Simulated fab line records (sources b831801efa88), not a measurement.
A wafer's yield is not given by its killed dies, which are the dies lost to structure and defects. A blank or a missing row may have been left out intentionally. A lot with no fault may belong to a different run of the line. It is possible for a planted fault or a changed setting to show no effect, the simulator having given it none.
Struck lot and sound lot, side by side -- flow sky130 -- 20 out of 708 route steps
Sound: these wafers, L409.1, L409.2, L409.3. The struck wafers were L417.2, L417.3, L417.6. The cause is named last.
For every step that has rows: the tool of each side, followed by ch and its chambers, followed by its first start. Under that, the readings that differ: sound wafers -- struck wafers -- difference of the means -- sigmas: that difference in standard deviations of wafers without a fault.
alike: readings whose means differ by less than 2 such deviations, and words and numbers that are the same on both sides. not compared: withheld readings, readings that some wafer has no value for, bounds like >300 that may hide the same value, and numbers for which the record gives no deviation and whose values overlap.
The two part at a step that has a row with sigmas, a row that says differs or no value, or rows on one side only. Numbers that have no deviation but don't overlap get no sigmas and don't part them. A reading that every wafer of one side lacks parts them only if that side has two wafers or more.

first, 4 steps without rows for these wafers: SKY_METAL1_STRIP_21 (strips in post etch residue remover, time 1200 s); SKY_METAL1_CLEAN_22 (cleans in IPA, time 180 s); SKY_METAL1_CLEAN_23 (cleans in O3/DIW); SKY_VIA1_HDPCVD_00 (deposits SiO2, target thk 1030 nm, time 171.7 s).
SKY_VIA1_THK_MEAS_01:
  struck on filmMetro-04, day 37 06:44; sound on filmMetro-01, day 34 16:01
  alike: VIA1_HDPCVD_THK
SKY_VIA1_CMP_02: polishes SiO2.
  sound on cmp-02 ch 0,2,3, day 34 16:07; struck on cmp-01 ch 1,3, day 37 06:47
  alike: motorCurrentA
SKY_VIA1_BOW_MEAS_03:
  struck on filmMetro-02, day 37 07:07; sound on filmMetro-02, day 34 16:22
  alike: VIA1_BOW
then, 5 steps without rows for these wafers: SKY_VIA1_DEHYDRATE_04 (time 60 s); SKY_VIA1_HMDS_05 (prime time 60 s); SKY_VIA1_COAT_06 (resist thk 60 nm); SKY_VIA1_COAT_07 (resist thk 450 nm); SKY_VIA1_SOFTBAKE_08 (time 90 s).
SKY_VIA1_EXPOSE_09: exposes mask VIM, target cd 150 nm.
  sound on krfScanner-02 ch 0, day 35 05:55; struck on krfScanner-02 ch 0, day 37 20:47
reading,sound,struck,difference,sigmas
exposureDoseMJCm2,38.06 38.08 38.08,41.32 41.32 41.30,+3.24,+44
  alike: mask
then, 2 steps without rows for these wafers: SKY_VIA1_PEB_10; SKY_VIA1_DEVELOP_11 (develop time 60 s).
SKY_VIA1_CD_MEAS_12: target cd 150 nm.
  struck on cdSem-01, day 38 09:57; sound on cdSem-02, day 35 18:55
reading,sound,struck,difference,sigmas
cdNm (nm),150.9 149.9 151.0,165.5 165.6 165.4,+14.9,+11
SKY_VIA1_OVL_MEAS_13:
  struck on overlay-01, day 38 10:04; sound on overlay-01, day 35 19:02
  alike: VIA1_OVL
SKY_VIA1_ETCH_14: etches BARC in N2/H2, stops on SiO2, time 45.9 s, target depth 60 nm.
  sound on rieDiel-04 ch 1,2,3, day 35 19:04; struck on rieDiel-03 ch 2,3, day 38 10:05
reading,sound,struck,difference,sigmas
model.VIA1.cdNm (nm),151.3 151.2 149.9,165.3 165.4 165.2,+14.5,
  alike: drypumpMotorCurrentA, oesProductAu, throttleValvePct
  not compared: rfHoursCounterH
SKY_VIA1_ETCH_15: etches SiO2 in C4F8/O2/Ar, stops on TiN, target depth 351 nm, time 54 s.
  sound on rieDiel-04 ch 1,2,3, day 35 19:07; struck on rieDiel-03 ch 2,3, day 38 10:08
  alike: oesProductAu
  not compared: rfHoursCounterH
-- the record jumps here: 11 days lie between the struck wafers' starts before and after (it left off in module VIA1 and takes up again in module PAD_OPEN, whose first step shown is number 708 of the route) --
SKY_PAD_OPEN_PROBE_99:
  struck on prober-02, day 49 12:32; sound on prober-01, day 47 12:49
reading,sound,struck,difference,sigmas
model.etest.via1Chain.rcOhm,16.52 15.52 16.6,13.81 13.44 13.85,-2.51,

## WHERE THEY PART
Earliest at SKY_VIA1_EXPOSE_09; latest, in this record, at SKY_VIA1_CD_MEAS_12. Later steps at which nothing parts them and some readings are alike: SKY_VIA1_OVL_MEAS_13, SKY_VIA1_ETCH_14, SKY_VIA1_ETCH_15.

WHY: what had been put in by the simulator
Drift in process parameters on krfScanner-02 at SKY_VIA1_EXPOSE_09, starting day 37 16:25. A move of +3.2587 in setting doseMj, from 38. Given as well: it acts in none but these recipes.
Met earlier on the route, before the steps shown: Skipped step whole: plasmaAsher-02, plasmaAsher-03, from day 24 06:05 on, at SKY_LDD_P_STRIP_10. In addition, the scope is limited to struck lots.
